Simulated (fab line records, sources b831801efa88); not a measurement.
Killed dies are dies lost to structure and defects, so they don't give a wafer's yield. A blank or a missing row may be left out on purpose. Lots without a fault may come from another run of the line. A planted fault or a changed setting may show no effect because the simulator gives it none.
A sampling plan put to the test | flow sky130 | one fab line, 42 faults that these records tell of, each judged on the records of the lots that it struck
The plan is the line's own looks: the steps of the route at which a gauge or an inspection reads the wafer and doesn't change it. A look can be judged if struck wafers have a number there and the file gives its usual mean and standard deviation on fault-free wafers. Caught: at a look after the fault's first step, the mean of the struck wafers lies 4 or more of those standard deviations (sigma) from the usual mean. On the tool: the same test on the tool's own readings at the fault's steps. Another recipe on the struck wafers, or a record that is blank for them alone, also counts as caught.

THE FAULTS, as the simulator had put them in
1. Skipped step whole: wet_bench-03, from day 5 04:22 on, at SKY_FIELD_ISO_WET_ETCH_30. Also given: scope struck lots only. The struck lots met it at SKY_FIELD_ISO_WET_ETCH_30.
2. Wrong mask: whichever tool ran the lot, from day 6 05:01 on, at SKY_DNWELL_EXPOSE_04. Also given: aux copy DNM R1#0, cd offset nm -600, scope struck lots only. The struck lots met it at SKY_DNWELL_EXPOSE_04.
3. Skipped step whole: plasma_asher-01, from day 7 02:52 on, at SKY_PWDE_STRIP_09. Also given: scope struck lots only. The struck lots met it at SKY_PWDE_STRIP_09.
4. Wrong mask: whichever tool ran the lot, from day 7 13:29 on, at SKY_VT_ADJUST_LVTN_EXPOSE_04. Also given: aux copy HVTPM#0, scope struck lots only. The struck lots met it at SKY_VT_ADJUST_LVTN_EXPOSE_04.
5. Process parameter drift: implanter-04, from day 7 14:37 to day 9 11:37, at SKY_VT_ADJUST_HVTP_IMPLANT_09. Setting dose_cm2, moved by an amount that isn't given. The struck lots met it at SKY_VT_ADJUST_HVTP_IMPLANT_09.
6. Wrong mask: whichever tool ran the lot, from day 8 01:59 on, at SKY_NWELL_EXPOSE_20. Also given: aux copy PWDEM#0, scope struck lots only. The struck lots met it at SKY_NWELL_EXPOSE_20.
7. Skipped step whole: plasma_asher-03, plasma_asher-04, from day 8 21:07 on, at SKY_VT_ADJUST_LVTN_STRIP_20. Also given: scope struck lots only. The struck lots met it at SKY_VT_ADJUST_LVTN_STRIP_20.
8. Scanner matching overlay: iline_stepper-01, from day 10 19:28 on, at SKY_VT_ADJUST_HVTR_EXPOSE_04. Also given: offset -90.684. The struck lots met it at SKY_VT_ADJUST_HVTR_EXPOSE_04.
9. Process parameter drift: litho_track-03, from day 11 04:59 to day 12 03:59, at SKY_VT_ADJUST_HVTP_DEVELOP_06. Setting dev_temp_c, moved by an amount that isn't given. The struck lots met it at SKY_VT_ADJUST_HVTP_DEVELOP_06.
10. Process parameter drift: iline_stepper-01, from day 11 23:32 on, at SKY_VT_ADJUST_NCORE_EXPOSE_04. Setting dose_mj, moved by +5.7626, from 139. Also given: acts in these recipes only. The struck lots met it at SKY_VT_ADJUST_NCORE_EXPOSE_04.
11. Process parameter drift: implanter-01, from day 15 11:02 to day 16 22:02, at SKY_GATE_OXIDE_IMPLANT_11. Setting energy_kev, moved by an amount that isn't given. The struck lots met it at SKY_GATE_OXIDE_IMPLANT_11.
12. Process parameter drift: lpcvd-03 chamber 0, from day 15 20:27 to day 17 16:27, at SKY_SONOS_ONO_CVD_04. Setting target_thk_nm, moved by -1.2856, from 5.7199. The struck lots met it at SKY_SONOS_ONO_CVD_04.
13. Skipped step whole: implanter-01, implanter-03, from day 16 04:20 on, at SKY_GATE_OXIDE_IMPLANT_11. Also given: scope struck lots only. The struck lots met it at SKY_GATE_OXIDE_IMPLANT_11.
14. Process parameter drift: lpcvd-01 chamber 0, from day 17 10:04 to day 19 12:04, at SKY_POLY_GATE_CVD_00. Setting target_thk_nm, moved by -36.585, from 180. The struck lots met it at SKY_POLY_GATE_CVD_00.
15. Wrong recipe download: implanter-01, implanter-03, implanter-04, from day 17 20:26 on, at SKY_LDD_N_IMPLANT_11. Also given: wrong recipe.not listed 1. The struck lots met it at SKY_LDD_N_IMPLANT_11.
16. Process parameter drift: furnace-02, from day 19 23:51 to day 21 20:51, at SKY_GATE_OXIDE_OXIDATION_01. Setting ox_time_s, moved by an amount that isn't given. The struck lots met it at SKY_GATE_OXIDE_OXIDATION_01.
17. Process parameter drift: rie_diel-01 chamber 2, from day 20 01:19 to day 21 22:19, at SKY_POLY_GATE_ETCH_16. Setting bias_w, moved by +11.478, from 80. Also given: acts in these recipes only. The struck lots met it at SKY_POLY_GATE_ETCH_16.
18. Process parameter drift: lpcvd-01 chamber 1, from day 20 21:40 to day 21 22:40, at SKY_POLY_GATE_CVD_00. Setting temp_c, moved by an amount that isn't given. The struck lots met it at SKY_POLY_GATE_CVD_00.
19. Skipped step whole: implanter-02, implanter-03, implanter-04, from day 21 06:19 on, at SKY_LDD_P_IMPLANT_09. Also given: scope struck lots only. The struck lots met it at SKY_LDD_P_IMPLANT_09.
20. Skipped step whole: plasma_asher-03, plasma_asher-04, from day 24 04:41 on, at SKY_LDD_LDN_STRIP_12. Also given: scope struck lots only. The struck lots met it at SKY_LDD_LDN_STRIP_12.
21. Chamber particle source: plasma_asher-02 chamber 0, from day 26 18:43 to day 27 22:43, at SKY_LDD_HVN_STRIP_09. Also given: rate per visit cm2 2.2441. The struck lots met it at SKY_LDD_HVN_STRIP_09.
22. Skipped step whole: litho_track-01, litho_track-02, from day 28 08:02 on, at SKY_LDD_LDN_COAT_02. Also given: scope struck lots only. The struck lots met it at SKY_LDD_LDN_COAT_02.
23. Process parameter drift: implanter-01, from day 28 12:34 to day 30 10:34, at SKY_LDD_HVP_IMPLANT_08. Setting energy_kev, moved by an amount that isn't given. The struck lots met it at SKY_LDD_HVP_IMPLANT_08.
24. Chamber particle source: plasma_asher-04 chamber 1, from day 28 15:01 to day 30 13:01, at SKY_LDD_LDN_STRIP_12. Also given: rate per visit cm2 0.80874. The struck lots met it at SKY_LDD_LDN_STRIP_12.
25. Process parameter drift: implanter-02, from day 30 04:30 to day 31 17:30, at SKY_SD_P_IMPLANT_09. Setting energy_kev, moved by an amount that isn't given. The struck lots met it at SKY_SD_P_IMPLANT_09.
26. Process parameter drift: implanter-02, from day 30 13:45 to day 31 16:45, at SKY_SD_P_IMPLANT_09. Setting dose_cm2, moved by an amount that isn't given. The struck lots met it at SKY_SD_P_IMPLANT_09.
27. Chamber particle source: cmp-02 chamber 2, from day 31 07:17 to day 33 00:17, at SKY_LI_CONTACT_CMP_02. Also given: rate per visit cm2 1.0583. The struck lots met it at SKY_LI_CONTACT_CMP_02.
28. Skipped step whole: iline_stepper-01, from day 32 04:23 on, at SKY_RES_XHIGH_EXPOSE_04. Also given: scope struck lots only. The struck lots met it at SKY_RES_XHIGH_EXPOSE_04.
29. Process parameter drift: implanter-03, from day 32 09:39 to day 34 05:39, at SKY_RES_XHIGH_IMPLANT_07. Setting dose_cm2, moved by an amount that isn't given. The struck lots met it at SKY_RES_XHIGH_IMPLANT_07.
30. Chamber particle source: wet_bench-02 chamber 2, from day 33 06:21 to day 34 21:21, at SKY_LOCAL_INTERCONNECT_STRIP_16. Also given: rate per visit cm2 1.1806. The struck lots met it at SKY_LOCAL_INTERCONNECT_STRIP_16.
31. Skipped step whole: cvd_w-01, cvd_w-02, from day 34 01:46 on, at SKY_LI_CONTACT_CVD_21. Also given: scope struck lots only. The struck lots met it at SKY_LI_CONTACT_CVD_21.
32. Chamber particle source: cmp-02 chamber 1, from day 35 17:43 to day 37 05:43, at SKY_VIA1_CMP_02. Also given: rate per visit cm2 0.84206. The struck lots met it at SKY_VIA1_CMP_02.
33. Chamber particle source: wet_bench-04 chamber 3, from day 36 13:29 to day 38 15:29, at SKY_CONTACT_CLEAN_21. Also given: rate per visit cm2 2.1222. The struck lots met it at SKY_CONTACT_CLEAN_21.
34. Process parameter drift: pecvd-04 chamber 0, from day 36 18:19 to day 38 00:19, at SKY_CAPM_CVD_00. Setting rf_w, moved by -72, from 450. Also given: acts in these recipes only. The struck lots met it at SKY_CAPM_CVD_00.
35. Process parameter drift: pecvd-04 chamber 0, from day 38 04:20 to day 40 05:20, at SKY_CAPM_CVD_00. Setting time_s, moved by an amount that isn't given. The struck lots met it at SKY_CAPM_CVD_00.
36. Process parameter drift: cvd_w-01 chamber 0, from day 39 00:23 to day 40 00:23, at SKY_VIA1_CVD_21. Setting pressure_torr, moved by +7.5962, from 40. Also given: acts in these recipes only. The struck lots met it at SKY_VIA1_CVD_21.
37. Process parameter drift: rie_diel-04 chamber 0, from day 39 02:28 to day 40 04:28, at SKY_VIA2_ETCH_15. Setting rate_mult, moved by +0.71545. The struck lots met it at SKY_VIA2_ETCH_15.
38. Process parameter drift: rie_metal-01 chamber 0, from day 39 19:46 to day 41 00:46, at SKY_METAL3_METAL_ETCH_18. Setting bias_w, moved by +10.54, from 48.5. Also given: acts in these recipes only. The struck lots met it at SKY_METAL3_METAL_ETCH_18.
39. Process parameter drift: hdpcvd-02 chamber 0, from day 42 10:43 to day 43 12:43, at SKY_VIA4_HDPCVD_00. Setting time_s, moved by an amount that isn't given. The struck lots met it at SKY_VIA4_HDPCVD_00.
40. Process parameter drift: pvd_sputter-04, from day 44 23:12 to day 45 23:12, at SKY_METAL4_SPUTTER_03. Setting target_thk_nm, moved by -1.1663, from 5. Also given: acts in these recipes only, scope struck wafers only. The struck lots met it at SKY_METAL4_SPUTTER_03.
41. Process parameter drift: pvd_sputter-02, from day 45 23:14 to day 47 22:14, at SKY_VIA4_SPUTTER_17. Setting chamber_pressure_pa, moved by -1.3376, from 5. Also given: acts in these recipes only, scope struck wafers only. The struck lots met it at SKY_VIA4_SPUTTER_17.
42. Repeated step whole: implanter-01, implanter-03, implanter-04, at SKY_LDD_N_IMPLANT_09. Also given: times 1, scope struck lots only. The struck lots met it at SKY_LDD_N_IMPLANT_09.

WHAT THE PLAN SAW
fault | on the tool itself                               | first look that catches it                   | reading, sigma                                           | median hours from its first step to that look | hours from the fault's start to the first struck lot there | judged looks passed uncaught
1     | no reading that can be judged                    | no look after it can be judged               | -                                                        | -                                             | -                                                          | 0
2     | no reading that can be judged                    | no look after it can be judged               | -                                                        | -                                             | -                                                          | 0
3     | the tool's record is blank for the struck wafers | SKY_NWELL_TW_MEAS_15                         | NWELL_TW -99 or beyond                                   | 20.7                                          | 23                                                         | 0
4     | under 2 sigma                                    | SKY_VT_ADJUST_LVTN_TW_MEAS_10                | VT_ADJUST_LVTN_TW -99 or beyond                          | 10.4                                          | 13                                                         | 0
5     | dose_ions_cm2 +99 or beyond sigma                | SKY_VT_ADJUST_HVTP_TW_MEAS_11                | VT_ADJUST_HVTP_TW +7.9                                   | 0.2                                           | 14                                                         | 0
6     | no reading that can be judged                    | SKY_NWELL_TW_MEAS_26                         | NWELL_2_TW -99 or beyond                                 | 9.9                                           | 10                                                         | 0
7     | the tool's record is blank for the struck wafers | SKY_VT_ADJUST_NCORE_TW_MEAS_11               | VT_ADJUST_NCORE_TW -98                                   | 21.2                                          | 23                                                         | 0
8     | no reading that can be judged                    | SKY_VT_ADJUST_HVTR_OVL_MEAS_08               | VT_ADJUST_HVTR_OVL -68                                   | 12.6                                          | 24                                                         | 0
9     | developer_temp_C +22 sigma                       | not the one look that can be judged after it | strongest: cd_nm at SKY_VT_ADJUST_HVTP_CD_MEAS_07, -2.5  | -                                             | -                                                          | 1
10    | exposure_dose_mJ_cm2 +32 sigma                   | SKY_VT_ADJUST_NCORE_CD_MEAS_07               | cd_nm +4.0                                               | 12.8                                          | 17                                                         | 0
11    | beam_energy_keV +99 or beyond sigma              | no look after it can be judged               | -                                                        | -                                             | -                                                          | 0
12    | no reading that can be judged                    | SKY_SONOS_ONO_THK_MEAS_05                    | SONOS_ONO_CVD_04_THK -12                                 | 1.3                                           | 7                                                          | 0
13    | the tool's record is blank for the struck wafers | SKY_GATE_OXIDE_TW_MEAS_14                    | GATE_OXIDE_TW -88                                        | 0.3                                           | 9                                                          | 0
14    | no reading that can be judged                    | SKY_POLY_GATE_THK_MEAS_01                    | POLY_GATE_CVD_00_THK -25                                 | 1.2                                           | 20                                                         | 0
15    | no reading that can be judged                    | not the one look that can be judged after it | -                                                        | -                                             | -                                                          | 1
16    | no reading that can be judged                    | SKY_GATE_OXIDE_THK_MEAS_02                   | GATE_OXIDE_OXIDATION_00_THK +16                          | 1.4                                           | 7                                                          | 0
17    | bias_w +44 sigma                                 | no look after it can be judged               | -                                                        | -                                             | -                                                          | 0
18    | susceptor_temp_C -13 sigma                       | SKY_POLY_GATE_THK_MEAS_01                    | POLY_GATE_CVD_00_THK -10                                 | 1.2                                           | 7                                                          | 0
19    | the tool's record is blank for the struck wafers | SKY_LDD_P_TW_MEAS_11                         | LDD_P_TW -94                                             | 0.2                                           | 3                                                          | 0
20    | the tool's record is blank for the struck wafers | no look after it can be judged               | -                                                        | -                                             | -                                                          | 0
21    | under 2 sigma                                    | no look after it can be judged               | -                                                        | -                                             | -                                                          | 0
22    | the tool's record is blank for the struck wafers | SKY_RES_XHIGH_TW_MEAS_09                     | RES_XHIGH_TW +20                                         | 98.4                                          | 102                                                        | 0
23    | beam_energy_keV +99 or beyond sigma              | no look after it can be judged               | -                                                        | -                                             | -                                                          | 0
24    | under 2 sigma                                    | no look after it can be judged               | -                                                        | -                                             | -                                                          | 0
25    | beam_energy_keV -99 or beyond sigma              | SKY_SD_P_TW_MEAS_11                          | SD_P_TW -13                                              | 0.2                                           | 5                                                          | 0
26    | dose_ions_cm2 -99 or beyond sigma                | SKY_SD_P_TW_MEAS_11                          | SD_P_TW -20                                              | 0.2                                           | 5                                                          | 0
27    | under 2 sigma                                    | no look after it can be judged               | -                                                        | -                                             | -                                                          | 0
28    | no reading that can be judged                    | SKY_RES_XHIGH_TW_MEAS_09                     | RES_XHIGH_TW -99 or beyond                               | 13.7                                          | 18                                                         | 0
29    | dose_ions_cm2 -99 or beyond sigma                | SKY_RES_XHIGH_TW_MEAS_09                     | RES_XHIGH_TW -21                                         | 0.2                                           | 13                                                         | 0
30    | no reading that can be judged                    | no look after it can be judged               | -                                                        | -                                             | -                                                          | 0
31    | the tool's record is blank for the struck wafers | SKY_LI_CONTACT_RS_MEAS_22                    | LI_CONTACT_W_RS +99 or beyond                            | 0.1                                           | 5                                                          | 0
32    | under 2 sigma                                    | no look after it can be judged               | -                                                        | -                                             | -                                                          | 0
33    | no reading that can be judged                    | no look after it can be judged               | -                                                        | -                                             | -                                                          | 0
34    | rf_fwd_power_W -38 sigma                         | not the one look that can be judged after it | strongest: CAPM_CVD_00_THK at SKY_CAPM_THK_MEAS_01, -3.2 | -                                             | -                                                          | 1
35    | under 2 sigma                                    | SKY_CAPM_THK_MEAS_01                         | CAPM_CVD_00_THK +5.9                                     | 0.1                                           | 3                                                          | 0
36    | chamber_pressure_Torr +96 sigma                  | SKY_VIA1_RS_MEAS_22                          | VIA1_W_RS -8.2                                           | 0.1                                           | 4                                                          | 0
37    | under 2 sigma                                    | no look after it can be judged               | -                                                        | -                                             | -                                                          | 0
38    | bias_w +75 sigma                                 | no look after it can be judged               | -                                                        | -                                             | -                                                          | 0
39    | run_length_s +99 or beyond sigma                 | SKY_VIA4_THK_MEAS_01                         | VIA4_HDPCVD_THK +25                                      | 0.1                                           | 21                                                         | 0
40    | under 2 sigma                                    | no look after it can be judged               | -                                                        | -                                             | -                                                          | 0
41    | chamber_pressure_pa -99 or beyond sigma          | no look after it can be judged               | -                                                        | -                                             | -                                                          | 0
42    | under 2 sigma                                    | SKY_LDD_N_TW_MEAS_17                         | LDD_N_TW +4.0                                            | 1.5                                           | -                                                          | 0
A dash: the fault isn't caught, or these records don't give the number.

Caught at a look: 23 of 42. Caught on the tool: 22 of 42. By one or the other: 31 of 42.
Caught on the tool alone: faults 9, 11, 17, 20, 23, 34, 38, 41.
Caught at a look alone: faults 4, 6, 8, 12, 14, 16, 28, 35, 42.
Caught by neither: faults 1, 2, 15, 21, 24, 27, 30, 32, 33, 37, 40.

THINNER SAMPLING
If the look that catches a fault measured only every second or every third lot, by lot number, the first struck lot would be measured this late in the worst case:
fault | struck lots at that look, in order of time | every lot | every second lot | every third lot
3     | L423, L424                                 | 23 h      | 31 h             | may miss all 2
4     | L345                                       | 13 h      | may miss it      | may miss it
5     | L817, L819                                 | 14 h      | may miss all 2   | may miss all 2
6     | L971                                       | 10 h      | may miss it      | may miss it
7     | L797, L798, L799                           | 23 h      | 32 h             | 34 h
8     | L909, L910, L912                           | 24 h      | 56 h             | may miss all 3
10    | L260, L265, L264, L266                     | 17 h      | 49 h             | 50 h
12    | L134                                       | 7 h       | may miss it      | may miss it
13    | L413, L414                                 | 9 h       | 43 h             | may miss all 2
14    | L306                                       | 20 h      | may miss it      | may miss it
16    | L939, L940                                 | 7 h       | 11 h             | may miss all 2
18    | L885                                       | 7 h       | may miss it      | may miss it
19    | L632, L633, L634                           | 3 h       | 16 h             | 54 h
22    | L507, L508                                 | 102 h     | 110 h            | may miss all 2
25    | L648, L649, L651                           | 5 h       | 14 h             | may miss all 3
26    | L300, L302                                 | 5 h       | may miss all 2   | may miss all 2
28    | L269, L270                                 | 18 h      | 21 h             | may miss all 2
29    | L749, L753                                 | 13 h      | may miss all 2   | may miss all 2
31    | L312, L313, L314                           | 5 h       | 14 h             | 21 h
35    | L726, L730                                 | 3 h       | may miss all 2   | may miss all 2
36    | L470, L471, L473                           | 4 h       | 10 h             | may miss all 3
39    | L742                                       | 21 h      | may miss it      | may miss it
Hours are from the fault's start to the first struck lot that is measured. The limit of 4 sigma was tested on all struck wafers together, so one lot alone may lie under it. Other struck lots may not be in these records.

THE LONGEST TIMED WAY FROM STEP TO LOOK
Fault 22: a median of 98.4 hours passes between SKY_LDD_LDN_COAT_02 and SKY_RES_XHIGH_TW_MEAS_09. No look between them can be judged.
